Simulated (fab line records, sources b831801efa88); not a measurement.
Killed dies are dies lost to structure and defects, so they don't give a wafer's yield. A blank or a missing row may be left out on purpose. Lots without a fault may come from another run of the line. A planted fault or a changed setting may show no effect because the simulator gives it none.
fab line records | flow sky130
record lots=6 wafers=18 last_day=50
route steps=708 shown VIA1@473 METAL2@483 PAD_OPEN@708
lots that met no fault: from a run of the same line without faults
start_h: hours from the record's first day to the start of the lot's first wafer shown | wait_h: hours since the lot's step before | " the same as in the row above | L1.1+2: a row that stands for several wafers | - no value, or no start given | * or withheld: withheld | < > ~ a bound
route shown NAME@n: a module of which the file shows steps, and the number in the route of the first | usual: mean/standard deviation of fault-free wafers | same: alike in all rows | chamber/n: place in a boat | sites: the reading at each site | _std_site: their standard deviation | _edge_site: outer sites' mean less inner sites' | radius_mm: how far each site lies from the wafer's centre | mask NAME#n: copy n | behind: the tool/chamber that last shaped the wafer | hold: why the lot was held/for how many hours/how that ended | device: the transistor (n, p or np) that didn't switch | end of line: the same wafers' tests at the end of the route | a step without rows: its recipe alone | killed: dies lost to structure and defects at the first sort, not the wafer's yield | map: a wafer's dies, x killed, . not, _ none there
set.NAME: the setting as run; set.NAME@STEP: as run at that earlier step | model.NAME: the simulator's own value behind a step, which no gauge read
lots at some steps of the route; a table a step, a row a wafer
services: from which hour (start_h, from the record's first day; less than 0 if before it) a tool's chamber was out of use, for how many hours, and why
## steps
# step SKY_VIA1_ETCH_15
# recipe target=SiO2 chemistry=C4F8/O2/Ar target_depth_nm=351 stop_on=TiN mask_material=KrF-thick source_w=1500 bias_w=1200 pressure_mtorr=40 c4f8_flow_sccm=withheld O2_flow_sccm=6 Ar_flow_sccm=300 time_s=54
# usual oes_product_au=0.983/0.0059
# columns lot.wafer tool chamber start_h wait_h oes_product_au rf_hours_counter_h
L165.1 rie_diel-03 3 859.18 0.0 0.984 22
L165.2 " 1 " " 0.984 7
L165.4 " 2 " " 0.981 7
L166.1 rie_diel-01 2 872.03 0.0 0.982 10
L166.5 " 0 " " 0.991 -
L166.6 " 3 " " 0.968 -
L171.1 rie_diel-02 1 904.61 0.0 0.985 20
L171.2 " 2 " " 0.990 14
L171.6 " 3 " " 0.991 -
L172.3 rie_diel-03 2 911.06 0.0 0.979 9
L172.5 " 2 " " 0.989 -
L172.6 " 3 " " 0.990 -
L176.3 rie_diel-02 3 932.05 0.0 0.979 21
L176.4 " 2 " " 0.985 15
L176.6 " 3 " " 0.982 -
L179.3 rie_diel-01 3 953.25 0.0 0.971 11
L179.4 " 0 " " 0.980 3
L179.6 " 3 " " 0.978 -
# step SKY_VIA1_STRIP_16
# recipe chemistry=O2/N2 power_w=1400 pressure_mtorr=1500 platen_temp_c=withheld o2_flow_sccm=3000 n2_flow_sccm=300 overash_fraction=0.5
# step SKY_VIA1_STRIP_17
# recipe chemistry=post_etch_residue_remover time_s=1200 temp_c=72.5
# step SKY_VIA1_CLEAN_18
# recipe chemistry=IPA time_s=180 temp_c=25
# step SKY_VIA1_CLEAN_19
# recipe chemistry=O3/DIW dry=n2_spin
# step SKY_VIA1_SPUTTER_20
# recipe material=TiN target_thk_nm=20 chamber_pressure_pa=5 power_w=4000 time_s=80
# step SKY_VIA1_CVD_21
# recipe material=W target_thk_nm=270 time_s=80.902 temp_c=400 pressure_torr=40
# step SKY_VIA1_RS_MEAS_22
# recipe thk_meas_gauge=four-point-probe reads=W_of_VIA1_CVD_21+TiN_of_VIA1_SPUTTER_20
# usual VIA1_W_RS=0.428/0.0047
# columns lot.wafer tool chamber start_h wait_h VIA1_W_RS[ohm/sq]
L165.1 film_metro-03 - 859.98 0.1 0.420
L165.2 " - " " 0.429
L165.4 " - " " 0.424
L166.1 film_metro-02 - 872.83 0.1 0.425
L166.5 " - " " 0.424
L166.6 " - " " 0.426
L171.1 film_metro-02 - 905.40 0.1 0.427
L171.2 " - " " 0.433
L171.6 " - " " 0.427
L172.3 film_metro-03 - 911.89 0.1 0.430
L172.5 " - " " 0.425
L172.6 " - " " 0.429
L176.3 film_metro-03 - 932.88 0.1 0.419
L176.4 " - " " 0.433
L176.6 " - " " 0.427
L179.3 film_metro-02 - 954.12 0.1 0.427
L179.4 " - " " 0.418
L179.6 " - " " 0.420
# step SKY_VIA1_THK_MEAS_23
# recipe thk_meas_gauge=xrf reads=W_of_VIA1_CVD_21
# usual VIA1_W_THK=264/3.2
# columns lot.wafer tool chamber start_h wait_h VIA1_W_THK[nm]
L165.1 film_metro-03 - 860.10 0.1 269
L165.2 " - " " 264
L165.4 " - " " 267
L166.1 film_metro-02 - 872.95 0.1 266
L166.5 " - " " 266
L166.6 " - " " 267
L171.1 film_metro-02 - 905.52 0.1 267
L171.2 " - " " 262
L171.6 " - " " 265
L172.3 film_metro-03 - 911.99 0.1 261
L172.5 " - " " 265
L172.6 " - " " 262
L176.3 film_metro-03 - 932.98 0.1 269
L176.4 " - " " 258
L176.6 " - " " 263
L179.3 film_metro-02 - 954.22 0.1 266
L179.4 " - " " 273
L179.6 " - " " 270
# step SKY_VIA1_CMP_24
# recipe stop_on=SiO2 t_overpolish_s=15 down_force_psi=3.5 platen_rpm=60 target_thk_nm=0 pad_velocity_m_s=0.94248
# step SKY_METAL2_SPUTTER_00
# recipe material=Ti target_thk_nm=15 power_w=3000 time_s=10 chamber_pressure_pa=0.4
# step SKY_METAL2_SPUTTER_01
# recipe material=TiN target_thk_nm=20 power_w=6500 time_s=16.7 chamber_pressure_pa=0.4
# usual chamber_pressure_pa=0.4000/0.00085 throttle_valve_pct=30.1/1.2
# columns lot.wafer tool chamber start_h wait_h chamber_pressure_pa throttle_valve_pct
L165.1 pvd_sputter-01 - 860.48 0.0 0.4007 31.3
L165.2 " - " " 0.3995 32.6
L165.4 " - " " 0.4006 30.0
L166.1 pvd_sputter-01 - 873.33 0.0 0.4001 31.3
L166.5 " - " " 0.3999 28.7
L166.6 " - " " 0.3995 31.6
L171.1 pvd_sputter-02 - 905.91 0.0 0.4001 31.5
L171.2 " - " " 0.4001 28.6
L171.6 " - " " 0.4001 31.2
L172.3 pvd_sputter-02 - 912.36 0.0 0.4003 31.5
L172.5 " - " " 0.4006 31.1
L172.6 " - " " 0.4005 30.0
L176.3 pvd_sputter-04 - 933.34 0.0 0.4001 30.4
L176.4 " - " " 0.3998 29.4
L176.6 " - " " 0.4002 29.6
L179.3 pvd_sputter-04 - 954.59 0.0 0.3998 29.7
L179.4 " - " " 0.4013 28.8
L179.6 " - " " 0.4010 29.0
# step SKY_METAL2_SPUTTER_02
# recipe material=AlCu target_thk_nm=250 power_w=10600 time_s=13.3 chamber_pressure_pa=0.4
# usual chamber_pressure_pa=0.3998/0.0011 throttle_valve_pct=30.1/1.2
# columns lot.wafer tool chamber start_h wait_h chamber_pressure_pa throttle_valve_pct model.AlCu_of_METAL2_SPUTTER_02.thk_nm
L165.1 pvd_sputter-01 - 860.50 0.0 0.3298 34.7 262.3
L165.2 " - " " 0.3305 36.0 261.3
L165.4 " - " " 0.3300 33.2 260.8
L166.1 pvd_sputter-01 - 873.35 0.0 0.3290 34.6 264
L166.5 " - " " 0.3303 31.4 263
L166.6 " - " " 0.3298 34.7 262.4
L171.1 pvd_sputter-02 - 905.93 0.0 0.4013 31.3 249.1
L171.2 " - " " 0.4011 28.9 250.3
L171.6 " - " " 0.4011 31.1 249.4
L172.3 pvd_sputter-02 - 912.38 0.0 0.4000 31.2 250.2
L172.5 " - " " 0.3990 31.2 248.8
L172.6 " - " " 0.4007 29.8 248.5
L176.3 pvd_sputter-04 - 933.37 0.0 0.3995 30.6 253.2
L176.4 " - " " 0.3996 29.5 251.2
L176.6 " - " " 0.4002 29.5 250.7
L179.3 pvd_sputter-04 - 954.61 0.0 0.4000 29.6 253.4
L179.4 " - " " 0.4002 28.7 249
L179.6 " - " " 0.4008 28.5 249.7
# step SKY_METAL2_SPUTTER_03
# recipe material=Ti target_thk_nm=5 power_w=3000 time_s=3.3 chamber_pressure_pa=0.4
# usual chamber_pressure_pa=0.4002/0.0015 throttle_valve_pct=30.1/1.2
# columns lot.wafer tool chamber start_h wait_h chamber_pressure_pa throttle_valve_pct
L165.1 pvd_sputter-01 - 860.53 0.0 0.4008 31.5
L165.2 " - " " 0.4016 32.9
L165.4 " - " " 0.4000 30.2
L166.1 pvd_sputter-01 - 873.38 0.0 0.3999 31.5
L166.5 " - " " 0.4008 28.5
L166.6 " - " " 0.3997 31.5
L171.1 pvd_sputter-02 - 905.96 0.0 0.3997 31.7
L171.2 " - " " 0.3994 28.6
L171.6 " - " " 0.4011 31.2
L172.3 pvd_sputter-02 - 912.41 0.0 0.3987 31.2
L172.5 " - " " 0.3990 31.4
L172.6 " - " " 0.4003 30.1
L176.3 pvd_sputter-04 - 933.39 0.0 0.4009 30.4
L176.4 " - " " 0.4006 29.3
L176.6 " - " " 0.4009 29.8
L179.3 pvd_sputter-04 - 954.64 0.0 0.4007 29.6
L179.4 " - " " 0.3997 29.1
L179.6 " - " " 0.4010 28.7
# step SKY_METAL2_SPUTTER_04
# recipe material=TiN target_thk_nm=70 power_w=6500 time_s=58.3 chamber_pressure_pa=0.4
# step SKY_METAL2_RS_MEAS_05
# recipe thk_meas_gauge=four-point-probe reads=TiN_of_METAL2_SPUTTER_04+Ti_of_METAL2_SPUTTER_03+AlCu_of_METAL2_SPUTTER_02+TiN_of_METAL2_SPUTTER_01+Ti_of_METAL2_SPUTTER_00
# usual METAL2_ALCU_RS=0.1260/0.0013
# columns lot.wafer tool chamber start_h wait_h METAL2_ALCU_RS[ohm/sq]
L165.1 film_metro-01 - 860.60 0.0 0.1190
L165.2 " - " " 0.1199
L165.4 " - " " 0.1197
L166.1 film_metro-04 - 873.45 0.0 0.1184
L166.5 " - " " 0.1190
L166.6 " - " " 0.1191
L171.1 film_metro-04 - 906.02 0.0 0.1273
L171.2 " - " " 0.1266
L171.6 " - " " 0.1272
L172.3 film_metro-01 - 912.51 0.1 0.1268
L172.5 " - " " 0.1271
L172.6 " - " " 0.1273
L176.3 film_metro-01 - 933.50 0.1 0.1249
L176.4 " - " " 0.1261
L176.6 " - " " 0.1264
L179.3 film_metro-01 - 954.74 0.1 0.1251
L179.4 " - " " 0.1273
L179.6 " - " " 0.1269
# step SKY_METAL2_THK_MEAS_06
# recipe thk_meas_gauge=xrf reads=AlCu_of_METAL2_SPUTTER_02
# usual METAL2_ALCU_THK=250/3.1
# columns lot.wafer tool chamber start_h wait_h METAL2_ALCU_THK[nm]
L165.1 film_metro-01 - 860.72 0.1 259
L165.2 " - " " 262
L165.4 " - " " 258
L166.1 film_metro-04 - 873.57 0.1 261
L166.5 " - " " 261
L166.6 " - " " 260
L171.1 film_metro-04 - 906.14 0.1 246
L171.2 " - " " 247
L171.6 " - " " 246
L172.3 film_metro-01 - 912.61 0.1 250
L172.5 " - " " 248
L172.6 " - " " 246
L176.3 film_metro-01 - 933.60 0.1 251
L176.4 " - " " 251
L176.6 " - " " 251
L179.3 film_metro-01 - 954.84 0.1 251
L179.4 " - " " 249
L179.6 " - " " 250
# step SKY_METAL2_DEHYDRATE_07
# recipe temp_c=200 time_s=60
# step SKY_METAL2_HMDS_08
# recipe prime_time_s=60 prime_temp_c=120
# step SKY_METAL2_COAT_09
# recipe resist=BARC temp_c=withheld time_s=withheld spin_rpm=3000 resist_thk_nm=60
# step SKY_METAL2_COAT_10
# recipe resist=KrF-thick spin_rpm=3000 resist_thk_nm=458.1
# step SKY_METAL2_SOFTBAKE_11
# recipe temp_c=100 time_s=90 resist=KrF-thick
# step SKY_METAL2_EXPOSE_12
# recipe mask_id=MM2 na=0.8 source_shape=annular sigma_inner=0.55 sigma_outer=0.85 target_cd_nm=140 dose_mj=28
# step SKY_METAL2_PEB_13
# recipe peb_temp_c=withheld peb_time_s=withheld resist=KrF-thick
# step SKY_METAL2_DEVELOP_14
# recipe develop_time_s=60 resist=KrF-thick dev_temp_c=21
# step SKY_METAL2_CD_MEAS_15
# recipe target_cd_nm=140
# usual cd_nm=140.4/1.6
# columns lot.wafer tool chamber start_h wait_h cd_nm
L165.1 cd_sem-02 - 886.23 - 138.9
L165.2 " - " " 140.0
L165.4 " - " " 139.9
L166.1 cd_sem-01 - 899.40 - 138.4
L166.5 " - " " 140.3
L166.6 " - " " 139.5
L171.1 cd_sem-01 - 930.83 - 135.2
L171.2 " - " " 136.9
L171.6 " - " " 137.3
L172.3 cd_sem-02 - 936.70 - 140.3
L172.5 " - " " 139.7
L172.6 " - " " 140.3
L176.3 cd_sem-02 - 957.84 - 141.7
L176.4 " - " " 140.8
L176.6 " - " " 141.1
L179.3 cd_sem-01 - 978.85 - 140.4
L179.4 " - " " 140.5
L179.6 " - " " 140.4
# step SKY_METAL2_OVL_MEAS_16
# usual METAL2_OVL=0/5.1
# columns lot.wafer tool chamber start_h wait_h METAL2_OVL[nm]
L165.1 overlay-02 - 886.35 0.1 -2
L165.2 " - " " -6
L165.4 " - " " -5
L166.1 overlay-02 - 899.52 0.1 0
L166.5 " - " " -4
L166.6 " - " " -1
L171.1 overlay-01 - 930.95 0.1 3
L171.2 " - " " -2
L171.6 " - " " -7
L172.3 overlay-01 - 936.80 0.1 2
L172.5 " - " " 6
L172.6 " - " " 5
L176.3 overlay-01 - 957.93 0.1 -4
L176.4 " - " " -12
L176.6 " - " " -1
L179.3 overlay-02 - 978.95 0.1 7
L179.4 " - " " 3
L179.6 " - " " 1
# step SKY_METAL2_DESCUM_17
# recipe chemistry=O2 source_power_w=150 bias_power_w=0 pressure_mtorr=10 temp_c=40 time_s=8
# step SKY_METAL2_ETCH_18
# recipe chemistry=N2/H2 target=BARC ion_energy_ev=200 bias_w=100 pressure_mtorr=30 n2_flow_sccm=100 h2_flow_sccm=200 icp_w=500 stop_on=SiO2 time_s=45.9 target_depth_a=600
# usual drypump_motor_current_A=6.2/0.37 oes_product_au=0.855/0.0049 throttle_valve_pct=13.224/0.0093
# columns lot.wafer tool chamber start_h wait_h drypump_motor_current_A oes_product_au rf_hours_counter_h throttle_valve_pct
L165.1 rie_metal-01 0 886.42 0.0 6.1 0.859 4 13.223
L165.2 " 1 " " 6.0 0.860 2 13.219
L165.4 " 1 " " 6.0 0.853 - 13.224
L166.1 rie_metal-04 0 899.59 0.0 6.6 0.853 12 13.229
L166.5 " 1 " " 6.0 0.851 - 13.236
L166.6 " 0 " " 6.6 0.853 - 13.237
L171.1 rie_metal-04 0 931.02 0.0 6.6 0.856 13 13.220
L171.2 " 1 " " 6.0 0.847 6 13.232
L171.6 " 1 " " 6.0 0.857 - 13.236
L172.3 rie_metal-04 0 936.87 0.0 6.6 0.854 - 13.224
L172.5 " 1 " " 6.0 0.851 - 13.219
L172.6 " 0 " " 6.6 0.855 - 13.232
L176.3 rie_metal-04 1 958.01 0.0 6.0 0.854 - 13.214
L176.4 " 0 " " 6.6 0.850 - 13.220
L176.6 " 1 " " 6.0 0.860 - 13.241
L179.3 rie_metal-01 0 979.02 0.0 6.1 0.856 - 13.228
L179.4 " 1 " " 6.0 0.856 - 13.224
L179.6 " 1 " " 6.0 0.855 - 13.225
# step SKY_METAL2_METAL_ETCH_19
# recipe target_depth_a=3600 stop_on=SiO2 over_etch_frac=0.3 time_s=78 chemistry=Cl2/BCl3 resist_sidewall_deg=88 pressure_mtorr=10 icp_w=900 bias_w=48.5 Cl2_flow_sccm=60 bcl3_flow_sccm=30
# usual drypump_motor_current_A=6.2/0.36 mfc_cl2_sccm=60.03/0.21 oes_product_au=0.856/0.0059 throttle_valve_pct=22.264/0.0085
# columns lot.wafer tool chamber start_h wait_h drypump_motor_current_A mfc_cl2_sccm oes_product_au rf_hours_counter_h throttle_valve_pct model.METAL2.feature_depth_nm model.etch.depth_nm
L165.1 rie_metal-01 0 886.48 0.0 6.1 60.17 0.844 5 22.263 357.1 357.1
L165.2 " 1 " " 6.0 60.16 0.850 2 22.267 355.9 355.9
L165.4 " 1 " " 6.0 60.20 0.850 - 22.280 356.9 356.9
L166.1 rie_metal-04 0 899.65 0.0 6.6 60.22 0.853 12 22.265 357.6 357.6
L166.5 " 1 " " 6.0 60.12 0.854 - 22.271 356.9 356.9
L166.6 " 0 " " 6.6 60.06 0.851 - 22.255 356 356
L171.1 rie_metal-04 0 931.08 0.0 6.6 60.20 0.852 13 22.262 359.7 359.7
L171.2 " 1 " " 6.0 60.18 0.860 6 22.261 360.4 360.4
L171.6 " 1 " " 6.0 60.05 0.848 - 22.248 360 360
L172.3 rie_metal-04 0 936.94 0.1 6.6 60.33 0.857 - 22.259 360 360
L172.5 " 1 " " 6.0 60.28 0.845 - 22.257 358.4 358.4
L172.6 " 0 " " 6.6 60.08 0.844 - 22.256 357.7 357.7
L176.3 rie_metal-04 1 958.08 0.1 6.0 60.03 0.859 - 22.235 362.1 362.1
L176.4 " 0 " " 6.6 59.83 0.850 - 22.276 359.2 359.2
L176.6 " 1 " " 6.0 59.94 0.842 - 22.249 359.1 359.1
L179.3 rie_metal-01 0 979.10 0.1 6.1 59.98 0.858 - 22.267 362.5 362.5
L179.4 " 1 " " 6.0 59.89 0.864 - 22.262 358.4 358.4
L179.6 " 1 " " 6.0 59.99 0.847 - 22.267 358.9 358.9
# step SKY_METAL2_STRIP_20
# recipe chemistry=O2/N2 power_w=1400 pressure_mtorr=1500 platen_temp_c=withheld o2_flow_sccm=3000 n2_flow_sccm=300 overash_fraction=0.5
# usual drypump_motor_current_A=5.8/0.59 oes_product_au=0.347/0.0043 strip_time_to_endpoint_s=2.81/0.036
# columns lot.wafer tool chamber start_h wait_h drypump_motor_current_A oes_product_au rf_hours_counter_h strip_time_to_endpoint_s
L165.1 plasma_asher-01 1 886.57 0.1 6.2 0.348 14 2.84
L165.2 " 0 " " 4.8 0.344 14 2.77
L165.4 " 1 " " 6.2 0.342 - 2.77
L166.1 plasma_asher-04 1 899.74 0.1 6.2 0.343 46 2.80
L166.5 " 1 " " 6.2 0.342 - 2.84
L166.6 " 0 " " 6.5 0.348 - 2.80
L171.1 plasma_asher-01 0 931.17 0.1 4.8 0.340 19 2.76
L171.2 " 1 " " 6.2 0.343 19 2.78
L171.6 " 1 " " 6.2 0.340 - 2.81
L172.3 plasma_asher-03 0 937.04 0.1 5.7 0.344 - 2.78
L172.5 " 0 " " 5.8 0.352 - 2.84
L172.6 " 1 " " 5.5 0.347 - 2.77
L176.3 plasma_asher-01 1 958.17 0.1 6.2 0.344 - 2.78
L176.4 " 0 " " 4.8 0.349 - 2.77
L176.6 " 0 " " 4.8 0.350 - 2.78
L179.3 plasma_asher-03 0 979.19 0.1 5.7 0.350 - 2.81
L179.4 " 1 " " 5.5 0.346 - 2.77
L179.6 " 1 " " 5.5 0.351 - 2.75
# step SKY_PAD_OPEN_PROBE_99
# usual defect_limited_yield=82.4/1.7 killed_at_M0_to_M3=43/6.4 killed_at_M4_up=3.5/1.8 killed_at_contacts=25/5.7 killed_at_front_end=15/3.9 killed_at_other=0.3/0.67 killed_dies=87/8.6 killed_open=47/6.7 killed_short=39/5.9 sort_bin_3_pad_short=0.9/0.43 sort_bin_5_function=10.4/1.3 sort_bin_6_memory=6.3/1.1 sort_n_pass=405/8.6 sort_yield_pct=82.4/1.7
# same gross_dies=492 killed_at_back_side=0 sort_bin_4_leakage[%]=0 sort_bin_8_speed[%]=0
# columns lot.wafer tool chamber start_h wait_h defect_limited_yield[%] killed_at_M0_to_M3 killed_at_M4_up killed_at_contacts killed_at_front_end killed_at_other killed_dies killed_open killed_short sort_bin_3_pad_short[%] sort_bin_5_function[%] sort_bin_6_memory[%] sort_n_pass sort_yield_pct[%] model.etest.met2.line_ohm_um model.etest.met2.rs_ohm_sq
L165.1 prober-02 - 1125.42 0.1 83.7 41 2 22 13 2 80 45 35 1.2 8.7 6.3 412 83.7 0.9003 0.1219
L165.2 prober-02 - 1125.47 0.1 80.9 42 2 29 21 0 94 61 32 1.2 11.8 6.1 398 80.9 0.8608 0.1223
L165.4 prober-02 - 1125.57 0.2 80.7 46 6 22 21 0 95 46 49 1.8 11.6 5.9 397 80.7 0.8544 0.1222
L166.1 prober-01 - 1137.46 0.1 84.3 42 2 21 12 0 77 50 27 0.6 9.1 5.9 415 84.3 0.9086 0.122
L166.5 prober-01 - 1137.66 0.2 83.7 39 5 19 17 0 80 44 36 0.8 8.3 7.1 412 83.7 0.9014 0.1223
L166.6 prober-01 - 1137.71 0.2 83.9 44 4 16 14 1 79 38 41 0.8 8.3 6.9 413 83.9 0.922 0.1222
L171.1 prober-02 - 1159.86 0.1 84.1 38 2 26 11 1 78 37 41 1.4 8.3 6.1 414 84.1 0.9369 0.1272
L171.2 prober-02 - 1159.91 0.1 83.7 46 2 16 16 0 80 44 36 0.6 9.8 5.9 412 83.7 0.9553 0.1299
L171.6 prober-02 - 1160.11 0.2 82.7 49 2 16 16 2 85 44 40 0.6 10.8 5.9 407 82.7 0.9589 0.1289
L172.3 prober-01 - 1165.41 0.2 82.9 48 4 22 10 0 84 42 42 1.0 9.3 6.7 408 82.9 0.9203 0.1273
L172.5 prober-01 - 1165.51 0.2 80.9 49 1 35 9 0 94 57 37 0.8 11.4 6.9 398 80.9 0.9211 0.1293
L172.6 prober-01 - 1165.56 0.2 82.9 43 0 30 11 0 84 54 30 0.8 11.4 4.9 408 82.9 0.9496 0.1299
L176.3 prober-01 - 1180.19 0.2 82.5 44 6 24 12 0 86 42 44 0.2 11.2 6.1 406 82.5 0.9043 0.1273
L176.4 prober-01 - 1180.24 0.2 80.3 41 6 36 14 0 97 44 52 1.0 11.6 7.1 395 80.3 0.8923 0.1259
L176.6 prober-01 - 1180.34 0.2 81.7 43 5 29 13 0 90 54 36 1.4 10.2 6.7 402 81.7 0.8952 0.1282
L179.3 prober-02 - 1192.59 0.2 83.9 39 1 23 14 2 79 42 36 0.6 8.3 7.1 413 83.9 0.9271 0.1265
L179.4 prober-02 - 1192.64 0.2 80.9 53 2 26 11 2 94 49 43 0.6 12.2 6.3 398 80.9 0.933 0.129
L179.6 prober-02 - 1192.74 0.2 81.3 50 3 23 16 0 92 51 41 0.6 9.1 8.9 400 81.3 0.8981 0.1288
# killed by level:class
L165.1 CONTACT:geometric_particle:open=11 METAL1:geometric_particle:short=9 VIA1:geometric_particle:open=9 LI_CONTACT:geometric_particle:open=6 FIELD_ISO:geometric_particle:open=4 METAL2:geometric_particle:short=4 VIA2:geometric_particle:open=4 VIA2:geometric_particle:short=4
L165.2 VIA3:geometric_particle:open=11 CONTACT:geometric_particle:open=11 VIA1:geometric_particle:open=11 FIELD_ISO:geometric_particle:open=6 LI_CONTACT:geometric_particle:open=6 LI_CONTACT:geometric_particle:short=5 FIELD_ISO:geometric_particle:short=4 POLY_GATE:geometric_particle:open=4
L165.4 CONTACT:geometric_particle:open=8 VIA1:geometric_particle:open=8 VIA3:geometric_particle:open=7 FIELD_ISO:geometric_particle:short=6 CONTACT:geometric_particle:short=6 METAL4:geometric_particle:short=5 LOCAL_INTERCONNECT:geometric_particle:short=5 METAL2:geometric_particle:short=5
L166.1 VIA1:geometric_particle:open=11 CONTACT:geometric_particle:open=9 VIA3:geometric_particle:open=8 VIA2:geometric_particle:open=7 FIELD_ISO:geometric_particle:short=4 FIELD_ISO:geometric_particle:open=4 VIA1:geometric_particle:short=4 LI_CONTACT:geometric_particle:open=3
L166.5 VIA1:geometric_particle:open=10 CONTACT:geometric_particle:open=7 VIA3:geometric_particle:open=6 FIELD_ISO:geometric_particle:open=5 METAL2:geometric_particle:short=5 LI_CONTACT:geometric_particle:open=4 VIA1:geometric_particle:short=4 VIA2:geometric_particle:short=4
L166.6 VIA1:geometric_particle:short=8 METAL2:geometric_particle:short=7 VIA2:geometric_particle:open=7 VIA3:geometric_particle:open=7 CONTACT:geometric_particle:open=5 VIA1:geometric_particle:open=5 FIELD_ISO:geometric_particle:short=4 POLY_GATE:geometric_particle:short=4
L171.1 LOCAL_INTERCONNECT:geometric_particle:short=8 VIA3:geometric_particle:open=8 LI_CONTACT:geometric_particle:open=6 VIA1:geometric_particle:open=6 POLY_GATE:geometric_particle:short=5 CONTACT:geometric_particle:open=5 METAL1:geometric_particle:short=5 METAL2:geometric_particle:short=5
L171.2 VIA1:geometric_particle:open=9 VIA3:geometric_particle:open=8 VIA2:geometric_particle:open=8 FIELD_ISO:geometric_particle:short=7 CONTACT:geometric_particle:open=5 LOCAL_INTERCONNECT:geometric_particle:open=4 METAL1:geometric_particle:short=4 METAL2:geometric_particle:short=4
L171.6 VIA1:geometric_particle:open=12 METAL2:geometric_particle:short=11 VIA3:geometric_particle:open=7 CONTACT:geometric_particle:open=6 POLY_GATE:geometric_particle:open=5 LOCAL_INTERCONNECT:geometric_particle:short=4 VIA1:geometric_particle:short=4 VIA2:geometric_particle:open=4
L172.3 VIA1:geometric_particle:open=10 LI_CONTACT:geometric_particle:open=8 METAL1:geometric_particle:short=7 LOCAL_INTERCONNECT:geometric_particle:short=6 METAL2:geometric_particle:short=6 VIA2:geometric_particle:open=6 VIA1:geometric_particle:short=5 METAL3:geometric_particle:short=5
L172.5 VIA3:geometric_particle:open=13 LI_CONTACT:geometric_particle:open=11 CONTACT:geometric_particle:open=10 VIA2:geometric_particle:open=8 VIA1:geometric_particle:open=7 METAL1:geometric_particle:short=6 LI_CONTACT:geometric_particle:short=5 LOCAL_INTERCONNECT:geometric_particle:short=5
L172.6 VIA2:geometric_particle:open=11 VIA1:geometric_particle:open=11 LI_CONTACT:geometric_particle:open=9 CONTACT:geometric_particle:open=8 LOCAL_INTERCONNECT:geometric_particle:short=6 METAL2:geometric_particle:short=5 VIA3:geometric_particle:open=5 FIELD_ISO:geometric_particle:short=3
L176.3 VIA1:geometric_particle:open=9 CONTACT:geometric_particle:short=8 METAL2:geometric_particle:short=8 VIA2:geometric_particle:open=7 CONTACT:geometric_particle:open=6 LOCAL_INTERCONNECT:geometric_particle:short=5 METAL1:geometric_particle:short=4 VIA2:geometric_particle:short=4
L176.4 LOCAL_INTERCONNECT:geometric_particle:short=11 CONTACT:geometric_particle:open=10 VIA1:geometric_particle:open=8 METAL1:geometric_particle:short=7 LI_CONTACT:geometric_particle:open=7 METAL2:geometric_particle:short=6 CONTACT:geometric_particle:short=5 FIELD_ISO:geometric_particle:short=4
L176.6 VIA1:geometric_particle:open=13 CONTACT:geometric_particle:open=10 VIA3:geometric_particle:open=9 LOCAL_INTERCONNECT:geometric_particle:short=7 LI_CONTACT:geometric_particle:open=5 METAL1:geometric_particle:short=5 CONTACT:geometric_particle:short=4 FIELD_ISO:geometric_particle:open=3
L179.3 VIA1:geometric_particle:open=11 CONTACT:geometric_particle:open=9 FIELD_ISO:geometric_particle:open=6 FIELD_ISO:geometric_particle:short=6 LI_CONTACT:geometric_particle:open=5 VIA3:geometric_particle:open=5 LOCAL_INTERCONNECT:geometric_particle:short=4 METAL1:geometric_particle:short=4
L179.4 VIA1:geometric_particle:open=14 LI_CONTACT:geometric_particle:open=7 CONTACT:geometric_particle:open=7 VIA2:geometric_particle:open=7 VIA3:geometric_particle:open=7 CONTACT:geometric_particle:short=6 METAL1:geometric_particle:short=6 VIA3:geometric_particle:short=5
L179.6 VIA1:geometric_particle:open=17 CONTACT:geometric_particle:open=8 VIA3:geometric_particle:open=6 METAL3:geometric_particle:short=5 POLY_GATE:geometric_particle:short=4 LI_CONTACT:geometric_particle:short=4 CONTACT:geometric_particle:short=4 VIA2:geometric_particle:short=4
## services
# columns tool chamber start_h hours kind
rie_diel-02 1 839.09 4.4 repair
rie_diel-01 2 849.38 7.2 repair
rie_diel-02 3 860.11 21.3 repair
pvd_sputter-01 1 880.47 - consumable_replace:kit
pvd_sputter-01 1 880.47 18.0 scheduled_down
pvd_sputter-01 1 880.47 18.0 vent_cycle
rie_metal-04 - 886.05 0.5 repair
rie_diel-02 - 895.10 0.4 repair
pvd_sputter-02 0 912.47 - consumable_replace:kit
pvd_sputter-02 0 912.47 18.0 scheduled_down
pvd_sputter-02 0 912.47 18.0 vent_cycle
pvd_sputter-02 - 914.11 4.6 repair
rie_diel-02 2 916.73 6.5 repair
rie_diel-02 3 917.00 6.9 repair
plasma_asher-03 - 917.47 2.8 pm
rie_diel-03 0 920.66 7.9 repair
plasma_asher-03 - 925.61 3.3 repair
plasma_asher-04 - 928.03 14.6 pm
plasma_asher-03 - 942.18 14.6 pm
pvd_sputter-04 0 958.13 - consumable_replace:kit
plasma_asher-01 - 963.90 14.4 repair
pvd_sputter-04 - 966.98 1.2 repair
rie_diel-03 - 976.87 0.4 repair
rie_diel-02 3 978.28 16.7 repair
## key
first_sign step=SKY_METAL2_SPUTTER_02 reading=chamber_pressure_pa direction=down sigmas=62 usual=0.3998 struck=0.3299
effect step=SKY_METAL2_SPUTTER_02 reading=throttle_valve_pct direction=up sigmas=3.4 usual=30.1 struck=34.1
effect step=SKY_METAL2_RS_MEAS_05 reading=METAL2_ALCU_RS direction=down sigmas=5.1 usual=0.1260 struck=0.1192
effect step=SKY_METAL2_THK_MEAS_06 reading=METAL2_ALCU_THK direction=up sigmas=3.2 usual=250 struck=260
model_effect step=SKY_METAL2_SPUTTER_02 value=AlCu_of_METAL2_SPUTTER_02.thk_nm without=253 struck=262.3
model_effect step=SKY_METAL2_METAL_ETCH_19 value=METAL2.feature_depth_nm without=362.3 struck=356.7
model_effect step=SKY_PAD_OPEN_PROBE_99 value=etest.met2.line_ohm_um without=0.9252 struck=0.8912
met_at SKY_METAL2_SPUTTER_02
struck_wafers L165.1,L165.2,L165.4,L166.1,L166.5,L166.6
fault kind=process_parameter_drift tool=pvd_sputter-01 chamber=- onset_h=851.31 steps=SKY_METAL2_SPUTTER_02 channel=chamber_pressure_pa offset=-0.069392 shape=step end_h=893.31 acts_in=these_recipes_only stated=0.4
